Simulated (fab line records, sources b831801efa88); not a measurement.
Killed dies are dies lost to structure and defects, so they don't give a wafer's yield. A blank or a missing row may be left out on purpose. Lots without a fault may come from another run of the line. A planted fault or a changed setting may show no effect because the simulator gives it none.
A struck lot beside a sound one | flow sky130 | 35 steps out of a route of 708
Sound: wafers L289.1, L289.3, L289.6. Struck: wafer L291.2. (L291.4, L291.5 of the same lot were not struck and are left out.) The cause comes at the end.
At each step with rows: each side's tool, then ch and its chambers, then its first start. Under that, the readings that differ: sound wafers | struck wafers | difference of the means | sigmas: that difference in standard deviations of wafers without a fault.
alike: readings whose means differ by less than 2 such deviations, and words and numbers that are the same on both sides. not compared: withheld readings, readings that some wafer has no value for, bounds like >300 that may hide the same value, and numbers for which the record gives no deviation and whose values overlap.
The two part at a step that has a row with sigmas, a row that says differs or no value, or rows on one side only. Numbers that don't overlap but have no deviation are shown without sigmas and don't part them. A reading that every wafer of one side lacks parts them only if that side has two wafers or more.

first, 9 steps without rows for these wafers: SKY_METAL2_DEVELOP_14 (develop time 60 s); SKY_METAL2_DESCUM_17 (chemistry O2, time 8 s); SKY_METAL2_ETCH_18 (etches BARC in N2/H2, stops on SiO2, time 45.9 s, target depth 60 nm); SKY_METAL2_METAL_ETCH_19 (etches the open film in Cl2/BCl3, stops on SiO2, target depth 360 nm, time 78 s); SKY_METAL2_STRIP_20 (strips in O2/N2); SKY_METAL2_STRIP_21 (strips in post etch residue remover, time 1200 s); SKY_METAL2_CLEAN_22 (cleans in IPA, time 180 s); SKY_METAL2_CLEAN_23 (cleans in O3/DIW); SKY_VIA2_HDPCVD_00 (deposits SiO2, target thk 1180 nm, time 196.7 s).
SKY_VIA2_CMP_02: polishes SiO2.
  sound on cmp-01 ch 0,2,3, day 39 03:40; struck on cmp-01 ch 0, day 39 15:48
  reading                                  | sound           | struck | difference | sigmas
  model.SiO2_of_VIA2_HDPCVD_00.thk_nm (nm) | 493.9 495 494.9 | 369.6  | -125.0     |
  alike: motor_current_A, slurry_filter_dp_kPa
SKY_VIA2_BOW_MEAS_03:
  sound on film_metro-02, day 39 03:58; struck on film_metro-04, day 39 16:37
  not compared: hold, VIA2_BOW
then, 8 steps without rows for these wafers: SKY_VIA2_HMDS_05 (prime time 60 s); SKY_VIA2_COAT_06 (resist thk 60 nm); SKY_VIA2_COAT_07 (resist thk 450 nm); SKY_VIA2_SOFTBAKE_08 (time 90 s); SKY_VIA2_EXPOSE_09 (exposes mask VIM2, target cd 200 nm); SKY_VIA2_PEB_10; SKY_VIA2_DEVELOP_11 (develop time 60 s); SKY_VIA2_ETCH_14 (etches BARC in N2/H2, stops on SiO2, time 45.9 s, target depth 60 nm).
SKY_VIA2_ETCH_15: etches SiO2 in C4F8/O2/Ar, stops on TiN, target depth 546 nm, time 84 s.
  sound on rie_diel-04 ch 1,2, day 40 04:32; struck on rie_diel-01 ch 3, day 40 17:17
  reading                          | sound             | struck | difference | sigmas
  oes_product_au (a.u.)            | 0.936 0.945 0.940 | 0.798  | -0.142     | -28
  model.VIA2.feature_depth_nm (nm) | 493.9 495 494.9   | 369.6  | -125.0     |
  model.etch.depth_nm (nm)         | 493.9 495 494.9   | 369.6  | -125.0     |
  not compared: rf_hours_counter_h
then, 13 steps without rows for these wafers: SKY_VIA2_STRIP_16 (strips in O2/N2); SKY_VIA2_STRIP_17 (strips in post etch residue remover, time 1200 s); SKY_VIA2_CLEAN_18 (cleans in IPA, time 180 s); SKY_VIA2_CLEAN_19 (cleans in O3/DIW); SKY_VIA2_SPUTTER_20 (material TiN, target thk 20 nm, time 80 s); SKY_VIA2_CVD_21 (deposits W, target thk 420 nm, time 126.4 s); SKY_VIA2_CMP_24 (polishes, stops on SiO2, t overpolish 20 s, target thk 0 nm); SKY_METAL3_SPUTTER_00 (material Ti, target thk 15 nm, time 10 s); SKY_METAL3_SPUTTER_01 (material TiN, target thk 20 nm, time 16.7 s); SKY_METAL3_SPUTTER_02 (material AlCu, target thk 735 nm, time 39.1 s); SKY_METAL3_SPUTTER_03 (material Ti, target thk 5 nm, time 3.3 s); SKY_METAL3_SPUTTER_04 (material TiN, target thk 70 nm, time 58.3 s); SKY_CAPM_CVD_00 (deposits SiO2, target thk 15.5 nm).
-- the record jumps here: 2 days lie between the struck wafers' starts before and after (it left off in module CAPM and takes up again in module METAL3, whose first step shown is number 532 of the route) --
SKY_METAL3_METAL_ETCH_18: etches the open film in Cl2/BCl3, stops on SiO2, target depth 845 nm, time 183.1 s.
  sound on rie_metal-04 ch 0,1, day 42 07:40; struck on rie_metal-01 ch 1, day 42 19:18
  reading                                  | sound             | struck | difference | sigmas
  model.SiO2_of_VIA2_HDPCVD_00.thk_nm (nm) | 463.8 465.4 465.1 | 340.1  | -124.7     |
  alike: drypump_motor_current_A, he_backside_leak_sccm, oes_product_au, throttle_valve_pct
  not compared: rf_hours_counter_h
-- the record jumps here: 6 days lie between the struck wafers' starts before and after (it left off in module METAL3 and takes up again in module PAD_OPEN, whose first step shown is number 708 of the route) --
SKY_PAD_OPEN_PROBE_99:
  sound on prober-02, day 48 22:57; struck on prober-02, day 49 05:22
  alike: defect_limited_yield, killed_at_M0_to_M3, killed_at_M4_up, killed_at_contacts, killed_at_front_end, killed_at_other, killed_dies, killed_open, killed_short, sort_bin_3_pad_short, sort_bin_5_function, sort_bin_6_memory, sort_n_pass, sort_yield_pct

WHERE THEY PART
Only at SKY_VIA2_ETCH_15, within this record. Later steps at which nothing parts them and some readings are alike: SKY_METAL3_METAL_ETCH_18, SKY_PAD_OPEN_PROBE_99.

WHY: what the simulator had put in
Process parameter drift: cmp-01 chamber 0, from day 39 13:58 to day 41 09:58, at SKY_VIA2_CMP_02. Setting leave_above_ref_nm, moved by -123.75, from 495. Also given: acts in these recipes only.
